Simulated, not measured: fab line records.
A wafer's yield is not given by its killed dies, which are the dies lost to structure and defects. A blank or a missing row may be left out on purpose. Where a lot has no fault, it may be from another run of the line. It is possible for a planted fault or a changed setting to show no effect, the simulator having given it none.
fab line records / flow sky130 / part 2 of 2: steps 37 to 47 of 47
record: lots: 5 wafers: 15 last-day: 50
route steps=708 shown DNWELL@41 PWDE@45 NWELL@56 VT_ADJUST_HVTP@85
lots untouched by any fault: they come from a run of this same line in which no faults occurred
start-h: the number of hours between the record's first day and the start of the first shown wafer of the lot / wait-h: hours since the lot's step before / " identical to the entry in the row above / L1.1+2: several wafers, shown together as one row / - no value present, or no start provided / * or withheld: withheld / < > ~ a bound
route shown NAME@n: NAME is a module with steps in the file, n the number in the route of the first one / usual: the fault-free wafers' mean and standard deviation / same: alike in all rows / chamber/n: place in a boat / sites: per-site readings / _std_site: the standard deviation of these / _edge_site: the outer-site mean with the inner-site mean subtracted / radius-mm: for every site, how far away it sits from the centre of the wafer / mask NAME#n: copy n / behind: the tool/chamber that last shaped the wafer / hold: the reason the lot was held/the length of the hold in hours/how it ended / device: the transistor (n, p or np) that didn't switch / end of line: the same wafers' tests at the end of the route / step lacking rows: just its recipe / killed: dies that structure and defects cost at the first sort, which is not the same as the wafer's yield / map: a wafer's dies, x killed, . not, _ none there
set.NAME: the setting that was run; set.NAME@STEP: the one run at that earlier step / model.NAME: the simulator's own value behind a step, which no gauge read
a table for each step, a row for each wafer; lots at some steps of the route
services: the hour from which a tool's chamber was out of use, counted from the record's first day as start-h (under 0 if before that day), plus the number of hours and why
== steps ==
step: SKY_NWELL_IMPLANT_24
recipe: species: B energy-kev: 141.8 dose-cm2: 9.2e+12 tilt-deg: withheld
lot.wafer=L077.3+4+6 tool=implanter-03 chamber=0 start-h=122.16 wait-h=0.1
lot.wafer=L085.1+2+6 tool=implanter-02 chamber=0 start-h=172.83 wait-h=0.0
lot.wafer=L087.1+4+5 tool=implanter-03 chamber=0 start-h=180.63 wait-h=0.0
lot.wafer=L094.1+2+4 tool=implanter-03 chamber=0 start-h=223.59 wait-h=0.0
lot.wafer=L096.2+4+5 tool=implanter-04 chamber=0 start-h=234.26 wait-h=0.0
step: SKY_NWELL_STRIP_25
recipe: chemistry: O2/N2 power-w: 1400 pressure-mtorr: 1500 platen-temp-c: withheld o2-flow-sccm: 3000 n2-flow-sccm: 300 overash-fraction: 0.5
usual: drypump-motor-current-A: 5.8/0.55 n2-flow-sccm: 300.1/0.84 oes-product-au: 0.722/0.0044 strip-time-to-endpoint-s: 36.95/0.12
lot.wafer=L077.3 tool=plasma-asher-03 chamber=0 start-h=122.29 wait-h=0.1 drypump-motor-current-A=6.0 n2-flow-sccm=298.8 oes-product-au=0.730 rf-hours-counter-h=- strip-time-to-endpoint-s=36.88
lot.wafer=L077.4 tool=plasma-asher-03 chamber=1 start-h=122.29 wait-h=0.1 drypump-motor-current-A=5.9 n2-flow-sccm=300.1 oes-product-au=0.722 rf-hours-counter-h=- strip-time-to-endpoint-s=36.86
lot.wafer=L077.6 tool=plasma-asher-03 chamber=1 start-h=122.29 wait-h=0.1 drypump-motor-current-A=5.9 n2-flow-sccm=300.6 oes-product-au=0.716 rf-hours-counter-h=- strip-time-to-endpoint-s=36.83
lot.wafer=L085.1 tool=plasma-asher-03 chamber=0 start-h=172.98 wait-h=0.1 drypump-motor-current-A=6.0 n2-flow-sccm=300.1 oes-product-au=0.726 rf-hours-counter-h=49 strip-time-to-endpoint-s=36.78
lot.wafer=L085.2 tool=plasma-asher-03 chamber=1 start-h=172.98 wait-h=0.1 drypump-motor-current-A=5.9 n2-flow-sccm=300.5 oes-product-au=0.718 rf-hours-counter-h=49 strip-time-to-endpoint-s=36.84
lot.wafer=L085.6 tool=plasma-asher-03 chamber=0 start-h=172.98 wait-h=0.1 drypump-motor-current-A=6.0 n2-flow-sccm=298.9 oes-product-au=0.725 rf-hours-counter-h=- strip-time-to-endpoint-s=36.84
lot.wafer=L087.1 tool=plasma-asher-03 chamber=1 start-h=180.78 wait-h=0.1 drypump-motor-current-A=5.9 n2-flow-sccm=300.5 oes-product-au=0.724 rf-hours-counter-h=50 strip-time-to-endpoint-s=36.90
lot.wafer=L087.4 tool=plasma-asher-03 chamber=0 start-h=180.78 wait-h=0.1 drypump-motor-current-A=6.0 n2-flow-sccm=298.2 oes-product-au=0.723 rf-hours-counter-h=- strip-time-to-endpoint-s=37.10
lot.wafer=L087.5 tool=plasma-asher-03 chamber=1 start-h=180.78 wait-h=0.1 drypump-motor-current-A=5.9 n2-flow-sccm=300.3 oes-product-au=0.724 rf-hours-counter-h=- strip-time-to-endpoint-s=37.07
lot.wafer=L094.1 tool=plasma-asher-01 chamber=1 start-h=223.74 wait-h=0.1 drypump-motor-current-A=6.1 n2-flow-sccm=299.3 oes-product-au=0.720 rf-hours-counter-h=40 strip-time-to-endpoint-s=36.81
lot.wafer=L094.2 tool=plasma-asher-01 chamber=0 start-h=223.74 wait-h=0.1 drypump-motor-current-A=4.9 n2-flow-sccm=301.0 oes-product-au=0.720 rf-hours-counter-h=40 strip-time-to-endpoint-s=36.84
lot.wafer=L094.4 tool=plasma-asher-01 chamber=1 start-h=223.74 wait-h=0.1 drypump-motor-current-A=6.0 n2-flow-sccm=299.7 oes-product-au=0.717 rf-hours-counter-h=- strip-time-to-endpoint-s=36.94
lot.wafer=L096.2 tool=plasma-asher-04 chamber=0 start-h=234.39 wait-h=0.1 drypump-motor-current-A=6.6 n2-flow-sccm=299.9 oes-product-au=0.725 rf-hours-counter-h=11 strip-time-to-endpoint-s=36.93
lot.wafer=L096.4 tool=plasma-asher-04 chamber=1 start-h=234.39 wait-h=0.1 drypump-motor-current-A=5.3 n2-flow-sccm=299.5 oes-product-au=0.732 rf-hours-counter-h=- strip-time-to-endpoint-s=36.70
lot.wafer=L096.5 tool=plasma-asher-04 chamber=1 start-h=234.39 wait-h=0.1 drypump-motor-current-A=5.3 n2-flow-sccm=299.9 oes-product-au=0.725 rf-hours-counter-h=- strip-time-to-endpoint-s=36.65
step: SKY_NWELL_TW_MEAS_26
usual: NWELL_2_TW: 493.9/2.3
lot.wafer=L077.3 tool=film-metro-01 chamber=- start-h=122.38 wait-h=0.1 NWELL_2_TW=495.9
lot.wafer=L077.4 tool=film-metro-01 chamber=- start-h=122.38 wait-h=0.1 NWELL_2_TW=496.1
lot.wafer=L077.6 tool=film-metro-01 chamber=- start-h=122.38 wait-h=0.1 NWELL_2_TW=495.6
lot.wafer=L085.1 tool=film-metro-02 chamber=- start-h=173.08 wait-h=0.1 NWELL_2_TW=491.4
lot.wafer=L085.2 tool=film-metro-02 chamber=- start-h=173.08 wait-h=0.1 NWELL_2_TW=491.5
lot.wafer=L085.6 tool=film-metro-02 chamber=- start-h=173.08 wait-h=0.1 NWELL_2_TW=493.7
lot.wafer=L087.1 tool=film-metro-02 chamber=- start-h=180.88 wait-h=0.1 NWELL_2_TW=492.3
lot.wafer=L087.4 tool=film-metro-02 chamber=- start-h=180.88 wait-h=0.1 NWELL_2_TW=490.9
lot.wafer=L087.5 tool=film-metro-02 chamber=- start-h=180.88 wait-h=0.1 NWELL_2_TW=489.7
lot.wafer=L094.1 tool=film-metro-02 chamber=- start-h=223.84 wait-h=0.1 NWELL_2_TW=490.0
lot.wafer=L094.2 tool=film-metro-02 chamber=- start-h=223.84 wait-h=0.1 NWELL_2_TW=489.1
lot.wafer=L094.4 tool=film-metro-02 chamber=- start-h=223.84 wait-h=0.1 NWELL_2_TW=491.3
lot.wafer=L096.2 tool=film-metro-01 chamber=- start-h=234.50 wait-h=0.1 NWELL_2_TW=493.5
lot.wafer=L096.4 tool=film-metro-01 chamber=- start-h=234.50 wait-h=0.1 NWELL_2_TW=494.6
lot.wafer=L096.5 tool=film-metro-01 chamber=- start-h=234.50 wait-h=0.1 NWELL_2_TW=493.6
step: SKY_NWELL_CLEAN_27
recipe: chemistry: SC1/SC2 mix: 1:4:20 temp-c: 70 time-s: 150 dry: n2-spin
lot.wafer=L077.3+4+6 tool=wet-bench-01 chamber=2 start-h=122.50 wait-h=0.1
lot.wafer=L085.1+2+6 tool=wet-bench-04 chamber=2 start-h=173.14 wait-h=0.1
lot.wafer=L087.1+4+5 tool=wet-bench-01 chamber=1 start-h=180.94 wait-h=0.1
lot.wafer=L094.1+2+4 tool=wet-bench-02 chamber=0 start-h=223.90 wait-h=0.1
lot.wafer=L096.2+4+5 tool=wet-bench-04 chamber=3 start-h=234.55 wait-h=0.0
step: SKY_NWELL_RTA_28
recipe: temp-c: 1050 time-s: 30 idle-temp-c: 650 ramp-up-c-per-s: 150 ramp-down-c-per-s: 90 ambient: N2
usual: lamp-power-pct: 25.31/0.047 ramp-down-c-per-s: 89.998/0.016 wafer_temp_C_max: 1054.9/1
lot.wafer=L077.3 tool=rtp-anneal-02 chamber=0 start-h=122.58 wait-h=0.0 lamp-power-pct=25.34 ramp-down-c-per-s=90.022 wafer_temp_C_max=1053.3
lot.wafer=L077.4 tool=rtp-anneal-02 chamber=0 start-h=122.58 wait-h=0.0 lamp-power-pct=25.26 ramp-down-c-per-s=90.002 wafer_temp_C_max=1054.6
lot.wafer=L077.6 tool=rtp-anneal-02 chamber=0 start-h=122.58 wait-h=0.0 lamp-power-pct=25.34 ramp-down-c-per-s=89.989 wafer_temp_C_max=1054.9
lot.wafer=L085.1 tool=rtp-anneal-01 chamber=0 start-h=173.20 wait-h=0.0 lamp-power-pct=25.24 ramp-down-c-per-s=89.990 wafer_temp_C_max=1054.1
lot.wafer=L085.2 tool=rtp-anneal-01 chamber=0 start-h=173.20 wait-h=0.0 lamp-power-pct=25.29 ramp-down-c-per-s=90.007 wafer_temp_C_max=1054.1
lot.wafer=L085.6 tool=rtp-anneal-01 chamber=0 start-h=173.20 wait-h=0.0 lamp-power-pct=25.29 ramp-down-c-per-s=89.993 wafer_temp_C_max=1055.0
lot.wafer=L087.1 tool=rtp-anneal-01 chamber=0 start-h=180.99 wait-h=0.0 lamp-power-pct=25.32 ramp-down-c-per-s=89.971 wafer_temp_C_max=1054.4
lot.wafer=L087.4 tool=rtp-anneal-01 chamber=0 start-h=180.99 wait-h=0.0 lamp-power-pct=25.37 ramp-down-c-per-s=90.002 wafer_temp_C_max=1056.8
lot.wafer=L087.5 tool=rtp-anneal-01 chamber=0 start-h=180.99 wait-h=0.0 lamp-power-pct=25.32 ramp-down-c-per-s=89.997 wafer_temp_C_max=1055.9
lot.wafer=L094.1 tool=rtp-anneal-02 chamber=0 start-h=223.95 wait-h=0.0 lamp-power-pct=25.33 ramp-down-c-per-s=90.027 wafer_temp_C_max=1054.9
lot.wafer=L094.2 tool=rtp-anneal-02 chamber=0 start-h=223.95 wait-h=0.0 lamp-power-pct=25.29 ramp-down-c-per-s=89.964 wafer_temp_C_max=1056.1
lot.wafer=L094.4 tool=rtp-anneal-02 chamber=0 start-h=223.95 wait-h=0.0 lamp-power-pct=25.24 ramp-down-c-per-s=89.983 wafer_temp_C_max=1055.3
lot.wafer=L096.2 tool=rtp-anneal-01 chamber=0 start-h=234.62 wait-h=0.0 lamp-power-pct=25.29 ramp-down-c-per-s=89.995 wafer_temp_C_max=1057.2
lot.wafer=L096.4 tool=rtp-anneal-01 chamber=0 start-h=234.62 wait-h=0.0 lamp-power-pct=25.35 ramp-down-c-per-s=90.006 wafer_temp_C_max=1054.8
lot.wafer=L096.5 tool=rtp-anneal-01 chamber=0 start-h=234.62 wait-h=0.0 lamp-power-pct=25.38 ramp-down-c-per-s=90.025 wafer_temp_C_max=1056.1
step: SKY_NWELL_RS_MEAS_29
recipe: thk-meas-gauge: four-point-probe
usual: NWELL_RS: 623.8/1.6
lot.wafer=L077.3 tool=film-metro-01 chamber=- start-h=122.69 wait-h=0.1 NWELL_RS[ohm/sq]=622.2
lot.wafer=L077.4 tool=film-metro-01 chamber=- start-h=122.69 wait-h=0.1 NWELL_RS[ohm/sq]=622.1
lot.wafer=L077.6 tool=film-metro-01 chamber=- start-h=122.69 wait-h=0.1 NWELL_RS[ohm/sq]=621.5
lot.wafer=L085.1 tool=film-metro-01 chamber=- start-h=173.30 wait-h=0.1 NWELL_RS[ohm/sq]=623.8
lot.wafer=L085.2 tool=film-metro-01 chamber=- start-h=173.30 wait-h=0.1 NWELL_RS[ohm/sq]=623.7
lot.wafer=L085.6 tool=film-metro-01 chamber=- start-h=173.30 wait-h=0.1 NWELL_RS[ohm/sq]=623.4
lot.wafer=L087.1 tool=film-metro-01 chamber=- start-h=181.09 wait-h=0.1 NWELL_RS[ohm/sq]=626.2
lot.wafer=L087.4 tool=film-metro-01 chamber=- start-h=181.09 wait-h=0.1 NWELL_RS[ohm/sq]=625.5
lot.wafer=L087.5 tool=film-metro-01 chamber=- start-h=181.09 wait-h=0.1 NWELL_RS[ohm/sq]=624.5
lot.wafer=L094.1 tool=film-metro-01 chamber=- start-h=224.05 wait-h=0.1 NWELL_RS[ohm/sq]=625.7
lot.wafer=L094.2 tool=film-metro-01 chamber=- start-h=224.05 wait-h=0.1 NWELL_RS[ohm/sq]=623.7
lot.wafer=L094.4 tool=film-metro-01 chamber=- start-h=224.05 wait-h=0.1 NWELL_RS[ohm/sq]=625.4
lot.wafer=L096.2 tool=film-metro-03 chamber=- start-h=234.72 wait-h=0.1 NWELL_RS[ohm/sq]=623.5
lot.wafer=L096.4 tool=film-metro-03 chamber=- start-h=234.72 wait-h=0.1 NWELL_RS[ohm/sq]=619.5
lot.wafer=L096.5 tool=film-metro-03 chamber=- start-h=234.72 wait-h=0.1 NWELL_RS[ohm/sq]=621.2
step: SKY_NWELL_RS_MEAS_31
recipe: thk-meas-gauge: four-point-probe
usual: PWDE_RS: 5272/15
lot.wafer=L077.3 tool=film-metro-01 chamber=- start-h=122.93 wait-h=0.1 PWDE_RS[ohm/sq]=5273
lot.wafer=L077.4 tool=film-metro-01 chamber=- start-h=122.93 wait-h=0.1 PWDE_RS[ohm/sq]=5269
lot.wafer=L077.6 tool=film-metro-01 chamber=- start-h=122.93 wait-h=0.1 PWDE_RS[ohm/sq]=5263
lot.wafer=L085.1 tool=film-metro-01 chamber=- start-h=173.54 wait-h=0.1 PWDE_RS[ohm/sq]=5275
lot.wafer=L085.2 tool=film-metro-01 chamber=- start-h=173.54 wait-h=0.1 PWDE_RS[ohm/sq]=5264
lot.wafer=L085.6 tool=film-metro-01 chamber=- start-h=173.54 wait-h=0.1 PWDE_RS[ohm/sq]=5278
lot.wafer=L087.1 tool=film-metro-01 chamber=- start-h=181.33 wait-h=0.1 PWDE_RS[ohm/sq]=5273
lot.wafer=L087.4 tool=film-metro-01 chamber=- start-h=181.33 wait-h=0.1 PWDE_RS[ohm/sq]=5261
lot.wafer=L087.5 tool=film-metro-01 chamber=- start-h=181.33 wait-h=0.1 PWDE_RS[ohm/sq]=5252
lot.wafer=L094.1 tool=film-metro-01 chamber=- start-h=224.29 wait-h=0.1 PWDE_RS[ohm/sq]=5272
lot.wafer=L094.2 tool=film-metro-01 chamber=- start-h=224.29 wait-h=0.1 PWDE_RS[ohm/sq]=5267
lot.wafer=L094.4 tool=film-metro-01 chamber=- start-h=224.29 wait-h=0.1 PWDE_RS[ohm/sq]=5274
lot.wafer=L096.2 tool=film-metro-03 chamber=- start-h=234.96 wait-h=0.1 PWDE_RS[ohm/sq]=5252
lot.wafer=L096.4 tool=film-metro-03 chamber=- start-h=234.96 wait-h=0.1 PWDE_RS[ohm/sq]=5266
lot.wafer=L096.5 tool=film-metro-03 chamber=- start-h=234.96 wait-h=0.1 PWDE_RS[ohm/sq]=5249
step: SKY_VT_ADJUST_HVTP_DEHYDRATE_00
recipe: temp-c: 200 time-s: 60
lot.wafer=L077.3+4+6 tool=litho-track-04 chamber=0 start-h=131.87 wait-h=8.9
lot.wafer=L085.1+2+6 tool=litho-track-04 chamber=0 start-h=183.02 wait-h=9.5
lot.wafer=L087.1+4+5 tool=litho-track-04 chamber=0 start-h=191.02 wait-h=9.7
lot.wafer=L094.1+2+4 tool=litho-track-04 chamber=0 start-h=234.37 wait-h=10.1
lot.wafer=L096.2+4+5 tool=litho-track-01 chamber=0 start-h=246.04 wait-h=11.1
step: SKY_VT_ADJUST_HVTP_HMDS_01
recipe: prime-time-s: 60 prime-temp-c: 120
lot.wafer=L077.3+4+6 tool=litho-track-04 chamber=0 start-h=132.02 wait-h=0.1
lot.wafer=L085.1+2+6 tool=litho-track-04 chamber=0 start-h=183.17 wait-h=0.1
lot.wafer=L087.1+4+5 tool=litho-track-04 chamber=0 start-h=191.17 wait-h=0.1
lot.wafer=L094.1+2+4 tool=litho-track-04 chamber=0 start-h=234.52 wait-h=0.1
lot.wafer=L096.2+4+5 tool=litho-track-01 chamber=0 start-h=246.19 wait-h=0.1
step: SKY_VT_ADJUST_HVTP_COAT_02
recipe: resist: NOVOLAK spin-rpm: 3000 resist-thk-nm: 1140
lot.wafer=L077.3+4+6 tool=litho-track-04 chamber=0 start-h=132.17 wait-h=0.1
lot.wafer=L085.1+2+6 tool=litho-track-04 chamber=0 start-h=183.32 wait-h=0.1
lot.wafer=L087.1+4+5 tool=litho-track-04 chamber=0 start-h=191.32 wait-h=0.1
lot.wafer=L094.1+2+4 tool=litho-track-04 chamber=0 start-h=234.67 wait-h=0.1
lot.wafer=L096.2+4+5 tool=litho-track-01 chamber=0 start-h=246.34 wait-h=0.1
step: SKY_VT_ADJUST_HVTP_SOFTBAKE_03
recipe: temp-c: 90 time-s: 60 resist: NOVOLAK
lot.wafer=L077.3+4+6 tool=litho-track-04 chamber=0 start-h=132.32 wait-h=0.1
lot.wafer=L085.1+2+6 tool=litho-track-04 chamber=0 start-h=183.47 wait-h=0.1
lot.wafer=L087.1+4+5 tool=litho-track-04 chamber=0 start-h=191.47 wait-h=0.1
lot.wafer=L094.1+2+4 tool=litho-track-04 chamber=0 start-h=234.82 wait-h=0.1
lot.wafer=L096.2+4+5 tool=litho-track-01 chamber=0 start-h=246.49 wait-h=0.1
== services ==
tool=plasma-asher-01 chamber=- start-h=54.85 hours=2.3 kind=repair
tool=iline-stepper-02 chamber=- start-h=60.87 hours=1.7 kind=pm
tool=implanter-02 chamber=- start-h=67.53 hours=3.8 kind=pm
tool=implanter-04 chamber=- start-h=80.99 hours=1.6 kind=repair
tool=implanter-03 chamber=- start-h=83.52 hours=5.7 kind=repair
tool=implanter-01 chamber=- start-h=84.19 hours=4.3 kind=pm
tool=implanter-02 chamber=- start-h=84.23 hours=2.2 kind=repair
tool=plasma-asher-01 chamber=- start-h=103.12 hours=1.1 kind=repair
tool=plasma-asher-04 chamber=- start-h=108.75 hours=9.0 kind=pm
tool=iline-stepper-01 chamber=- start-h=122.43 hours=4.4 kind=pm
tool=implanter-03 chamber=- start-h=125.80 hours=2.1 kind=repair
tool=implanter-02 chamber=- start-h=131.90 hours=4.4 kind=repair
tool=implanter-01 chamber=- start-h=141.38 hours=0.7 kind=repair
tool=implanter-03 chamber=- start-h=144.02 hours=5.3 kind=repair
tool=implanter-02 chamber=- start-h=153.17 hours=4.1 kind=pm
tool=implanter-02 chamber=- start-h=157.46 hours=3.2 kind=repair
tool=implanter-04 chamber=- start-h=158.72 hours=5.2 kind=repair
tool=implanter-03 chamber=- start-h=161.68 hours=6.2 kind=repair
tool=implanter-03 chamber=- start-h=167.90 hours=4.4 kind=pm
tool=implanter-04 chamber=- start-h=177.65 hours=13.3 kind=repair
tool=iline-stepper-01 chamber=- start-h=194.78 hours=1.7 kind=pm
tool=implanter-02 chamber=- start-h=211.78 hours=0.7 kind=repair
tool=plasma-asher-02 chamber=- start-h=215.61 hours=13.1 kind=repair
tool=implanter-04 chamber=- start-h=234.96 hours=0.9 kind=repair
